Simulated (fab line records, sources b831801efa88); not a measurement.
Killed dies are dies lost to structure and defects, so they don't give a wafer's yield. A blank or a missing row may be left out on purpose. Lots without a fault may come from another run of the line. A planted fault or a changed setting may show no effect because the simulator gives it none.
fab line records | flow gf180mcu
record lots=5 wafers=15 last_day=34
route steps=602 shown POLY_GATE@175 HV_LDD@176
lots that met no fault: from a run of the same line without faults
start_h: hours from the record's first day to the start of the lot's first wafer shown | wait_h: hours since the lot's step before | " the same as in the row above | L1.1+2: a row that stands for several wafers | - no value, or no start given | * or withheld: withheld | < > ~ a bound
route shown NAME@n: a module of which the file shows steps, and the number in the route of the first | usual: mean/standard deviation of fault-free wafers | same: alike in all rows | chamber/n: place in a boat | sites: the reading at each site | _std_site: their standard deviation | _edge_site: outer sites' mean less inner sites' | radius_mm: how far each site lies from the wafer's centre | mask NAME#n: copy n | behind: the tool/chamber that last shaped the wafer | hold: why the lot was held/for how many hours/how that ended | device: the transistor (n, p or np) that didn't switch | end of line: the same wafers' tests at the end of the route | a step without rows: its recipe alone | killed: dies lost to structure and defects at the first sort, not the wafer's yield | map: a wafer's dies, x killed, . not, _ none there
set.NAME: the setting as run; set.NAME@STEP: as run at that earlier step | model.NAME: the simulator's own value behind a step, which no gauge read
lots at some steps of the route; a table a step, a row a wafer
services: from which hour (start_h, from the record's first day; less than 0 if before it) a tool's chamber was out of use, for how many hours, and why
## steps
# step GF_POLY_GATE_CD_MEAS_18
# usual cd_nm=279.4/1.7
# columns lot.wafer tool chamber start_h wait_h cd_nm
L085.2 cd_sem-01 - 279.86 0.1 282.2
L085.3 " - " " 282.1
L085.5 " - " " 281.6
L090.1 cd_sem-01 - 310.68 0.1 281.1
L090.4 " - " " 278.0
L090.5 " - " " 281.6
L091.2 cd_sem-02 - 320.76 0.1 278.3
L091.3 " - " " 280.6
L091.4 " - " " 280.4
L093.2 cd_sem-01 - 334.66 0.1 281.8
L093.4 " - " " 281.6
L093.6 " - " " 281.1
L096.1 cd_sem-02 - 357.79 0.1 281.7
L096.3 " - " " 278.5
L096.6 " - " " 281.8
# step GF_HV_LDD_DEHYDRATE_00
# recipe temp_c=200 time_s=60
# columns lot.wafer tool chamber start_h wait_h
L085.2+3+5 litho_track-02 0 289.53 9.6
L090.1+4+5 litho_track-03 0 320.13 9.4
L091.2+3+4 litho_track-04 0 330.98 10.2
L093.2+4+6 litho_track-03 0 344.20 9.5
L096.1+3+6 litho_track-03 0 368.02 10.2
# step GF_HV_LDD_HMDS_01
# recipe prime_time_s=60 prime_temp_c=120
# columns lot.wafer tool chamber start_h wait_h
L085.2+3+5 litho_track-02 0 289.68 0.1
L090.1+4+5 litho_track-03 0 320.28 0.1
L091.2+3+4 litho_track-04 0 331.13 0.1
L093.2+4+6 litho_track-03 0 344.35 0.1
L096.1+3+6 litho_track-03 0 368.17 0.1
# step GF_HV_LDD_COAT_02
# recipe resist=NOVOLAK spin_rpm=3000 resist_thk_nm=1000
# columns lot.wafer tool chamber start_h wait_h
L085.2+3+5 litho_track-02 0 289.83 0.1
L090.1+4+5 litho_track-03 0 320.43 0.1
L091.2+3+4 litho_track-04 0 331.28 0.1
L093.2+4+6 litho_track-03 0 344.50 0.1
L096.1+3+6 litho_track-03 0 368.32 0.1
# step GF_HV_LDD_SOFTBAKE_03
# recipe temp_c=90 time_s=60 resist=NOVOLAK
# columns lot.wafer tool chamber start_h wait_h
L085.2+3+5 litho_track-02 0 289.98 0.1
L090.1+4+5 litho_track-03 0 320.58 0.1
L091.2+3+4 litho_track-04 0 331.43 0.1
L093.2+4+6 litho_track-03 0 344.65 0.1
L096.1+3+6 litho_track-03 0 368.47 0.1
# step GF_HV_LDD_EXPOSE_04
# recipe mask_id=Nplus_LV_AREA target_cd_nm=400 na=0.6 source_shape=conventional sigma_outer=0.6 dose_mj=140
# usual reticle_temp_C=23.01/0.094 stage_vel_mm_s=499.91/0.22
# columns lot.wafer tool chamber start_h wait_h mask reticle_temp_C stage_vel_mm_s
L085.2 iline_stepper-01 0 - - Nplus_LV_AREA#0 23.11 499.63
L085.3 " 0 " " Nplus_LV_AREA#0 22.88 500.08
L085.5 " 0 " " Nplus_LV_AREA#0 23.07 499.82
L090.1 iline_stepper-01 0 - - Nplus_LV_AREA#0 23.00 500.22
L090.4 " 0 " " Nplus_LV_AREA#0 23.13 499.84
L090.5 " 0 " " Nplus_LV_AREA#0 23.04 499.89
L091.2 iline_stepper-01 0 - - Nplus_LV_AREA#0 23.11 499.86
L091.3 " 0 " " Nplus_LV_AREA#0 22.94 499.76
L091.4 " 0 " " Nplus_LV_AREA#0 22.88 499.69
L093.2 iline_stepper-01 0 - - Nplus_LV_AREA#0 22.94 500.39
L093.4 " 0 " " Nplus_LV_AREA#0 22.98 500.04
L093.6 " 0 " " Nplus_LV_AREA#0 22.92 500.28
L096.1 iline_stepper-02 0 - - Nplus_LV_AREA#0 22.91 499.99
L096.3 " 0 " " Nplus_LV_AREA#0 22.92 499.91
L096.6 " 0 " " Nplus_LV_AREA#0 23.02 500.40
# step GF_HV_LDD_PEB_05
# recipe temp_c=withheld time_s=* resist=NOVOLAK
# columns lot.wafer tool chamber start_h wait_h
L085.2+3+5 litho_track-04 0 - -
L090.1+4+5 litho_track-04 0 - -
L091.2+3+4 litho_track-04 0 - -
L093.2+4+6 litho_track-04 0 - -
L096.1+3+6 litho_track-02 0 - -
# step GF_HV_LDD_DEVELOP_06
# recipe develop_time_s=60 dev_temp_c=23
# columns lot.wafer tool chamber start_h wait_h
L085.2+3+5 litho_track-04 0 299.29 0.1
L090.1+4+5 litho_track-04 0 330.81 0.1
L091.2+3+4 litho_track-04 0 341.38 0.1
L093.2+4+6 litho_track-04 0 356.03 0.1
L096.1+3+6 litho_track-02 0 379.50 0.1
# step GF_HV_LDD_CD_MEAS_07
# recipe target_cd_nm=400
# usual cd_nm=399.9/2.4
# columns lot.wafer tool chamber start_h wait_h cd_nm
L085.2 cd_sem-01 - 299.43 0.1 402.0
L085.3 " - " " 401.4
L085.5 " - " " 400.8
L090.1 cd_sem-02 - 330.96 0.1 399.0
L090.4 " - " " 400.7
L090.5 " - " " 398.2
L091.2 cd_sem-01 - 341.53 0.1 401.5
L091.3 " - " " 401.6
L091.4 " - " " 402.0
L093.2 cd_sem-01 - 356.18 0.1 395.6
L093.4 " - " " 395.6
L093.6 " - " " 395.2
L096.1 cd_sem-01 - 379.65 0.1 396.5
L096.3 " - " " 398.5
L096.6 " - " " 398.8
# step GF_HV_LDD_OVL_MEAS_08
# usual HV_LDD_OVL=1.4/1.4
# columns lot.wafer tool chamber start_h wait_h HV_LDD_OVL[nm]
L085.2 overlay-01 - 299.54 0.1 0.3
L085.3 " - " " -0.3
L085.5 " - " " 1.1
L090.1 overlay-01 - 331.08 0.1 2.5
L090.4 " - " " 1.3
L090.5 " - " " 3.4
L091.2 overlay-02 - 341.64 0.1 1.0
L091.3 " - " " 4.3
L091.4 " - " " 1.8
L093.2 overlay-01 - 356.29 0.1 1.1
L093.4 " - " " 3.3
L093.6 " - " " 0.6
L096.1 overlay-01 - 379.77 0.1 1.4
L096.3 " - " " 1.1
L096.6 " - " " -0.5
# step GF_HV_LDD_IMPLANT_09
# recipe species=As energy_kev=40 dose_cm2=1e+14 tilt_deg=7
# usual end_station_pressure_torr=5.46e-06/2.9e-07 tilt_deg=7.000/0.019
# columns lot.wafer tool chamber start_h wait_h end_station_pressure_torr tilt_deg
L085.2 implanter-03 0 299.59 0.0 5.48e-06 7.033
L085.3 " 0 " " 5.33e-06 6.966
L085.5 " 0 " " 5.26e-06 6.990
L090.1 implanter-02 0 331.12 0.0 5.26e-06 7.002
L090.4 " 0 " " 5.66e-06 7.039
L090.5 " 0 " " 5.08e-06 7.006
L091.2 implanter-02 0 341.69 0.0 5.35e-06 6.991
L091.3 " 0 " " 5.55e-06 7.011
L091.4 " 0 " " 5.26e-06 6.981
L093.2 implanter-01 0 356.34 0.0 5.66e-06 6.988
L093.4 " 0 " " 5.5e-06 6.984
L093.6 " 0 " " 5.14e-06 6.972
L096.1 implanter-03 0 379.81 0.0 5.29e-06 7.018
L096.3 " 0 " " 5.09e-06 6.983
L096.6 " 0 " " 5.44e-06 6.995
## services
# columns tool chamber start_h hours kind
implanter-01 - 283.38 3.3 repair
iline_stepper-02 - 289.35 1.7 pm
iline_stepper-01 - 295.38 1.7 pm
iline_stepper-01 0 297.56 - calibration
implanter-02 - 327.62 2.5 repair
implanter-01 - 329.48 3.0 repair
implanter-02 - 343.14 4.4 pm
iline_stepper-02 0 348.20 - calibration
iline_stepper-02 - 349.79 2.1 pm
iline_stepper-02 - 351.88 - consumable_replace:lamp
## key
fault none
